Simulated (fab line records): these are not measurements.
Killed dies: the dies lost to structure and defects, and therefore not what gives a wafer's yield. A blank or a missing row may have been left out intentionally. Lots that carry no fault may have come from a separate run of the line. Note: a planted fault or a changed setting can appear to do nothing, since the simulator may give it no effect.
Matching of chambers + flow sky130 + 4 sister chambers for SKY_CONTACT_CMP_04 on cmp-01
The step polishes SiO2. 17 wafers are shown with their chamber, then 8 later ones without.

EACH WAFER AND ITS CHAMBER
| wafer  | chamber | timeToEndpointS (s) | motorCurrentA (A) |
|--------|---------|---------------------|-------------------|
| L597.2 | 0       | 79                  | 13.6              |
| L597.3 | 2       | 89                  | 13.2              |
| L597.4 | 1       | 78                  | 12.9              |
| L598.1 | 0       | 77                  | 13.0              |
| L598.3 | 2       | 84                  | 13.1              |
| L598.5 | 0       | 78                  | 13.7              |
| L600.2 | 3       | 85                  | 12.5              |
| L600.4 | 0       | 83                  | 13.9              |
| L600.6 | 3       | 81                  | 13.0              |
| L602.1 | 0       | 78                  | 13.0              |
| L602.3 | 3       | 78                  | 12.3              |
| L602.5 | 1       | 79                  | 12.5              |
| L603.2 | 3       | 80                  | 12.6              |
| L603.4 | 1       | 80                  | 12.8              |
| L603.5 | 0       | 81                  | 13.8              |
| L607.4 | 1       | 77                  | 13.2              |
| L608.1 | 0       | 77                  | 13.2              |

SIGNATURES (means of the wafers above)
| reading         | chamber 0 | chamber 1 | chamber 2 | chamber 3 | scatter within a chamber |
|-----------------|-----------|-----------|-----------|-----------|--------------------------|
| timeToEndpointS | 79.00     | 78.50     | 86.50     | 81.00     | 2.38                     |
| motorCurrentA   | 13.457    | 12.850    | 13.150    | 12.600    | 0.327                    |
Rule: a wafer's distance from a chamber is the root of the sum, over the readings, of the square of ((its reading less the chamber's mean) divided by the reading's scatter). If the next closest chamber is less than 2 further off than the closest, the wafer can't be placed; otherwise it belongs to the closest. The scatter is the square root of a quotient: the sum, over the shown wafers, of each reading's squared deviation from its chamber's mean, divided by wafers minus chambers.

WAFERS WITHOUT THEIR CHAMBER
| wafer  | timeToEndpointS (s) | motorCurrentA (A) |
|--------|---------------------|-------------------|
| L608.4 | 75                  | 13.7              |
| L608.5 | 77                  | 13.9              |
| L609.3 | 81                  | 13.0              |
| L609.4 | 82                  | 12.3              |
| L609.5 | 80                  | 13.3              |
| L614.3 | 71                  | 14.4              |
| L614.4 | 80                  | 13.4              |
| L614.5 | 78                  | 13.1              |

THE CHAMBER EACH PASSED THROUGH
| wafer  | from the rows above               | in truth |
|--------|-----------------------------------|----------|
| L608.4 | can't be placed: 0 or 1           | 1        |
| L608.5 | can't be placed: 0 or 1           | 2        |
| L609.3 | can't be placed: 1 or 3 or 0 or 2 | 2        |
| L609.4 | can't be placed: 3 or 1           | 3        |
| L609.5 | can't be placed: 0 or 1 or 3      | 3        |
| L614.3 | can't be placed: 0 or 1           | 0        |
| L614.4 | can't be placed: 0 or 1           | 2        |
| L614.5 | can't be placed: 1 or 0 or 3      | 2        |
0 of 8 placed correctly. Unplaceable from these rows: 8, with the true chamber sitting among the candidates in 5. Number placed wrongly: 0.
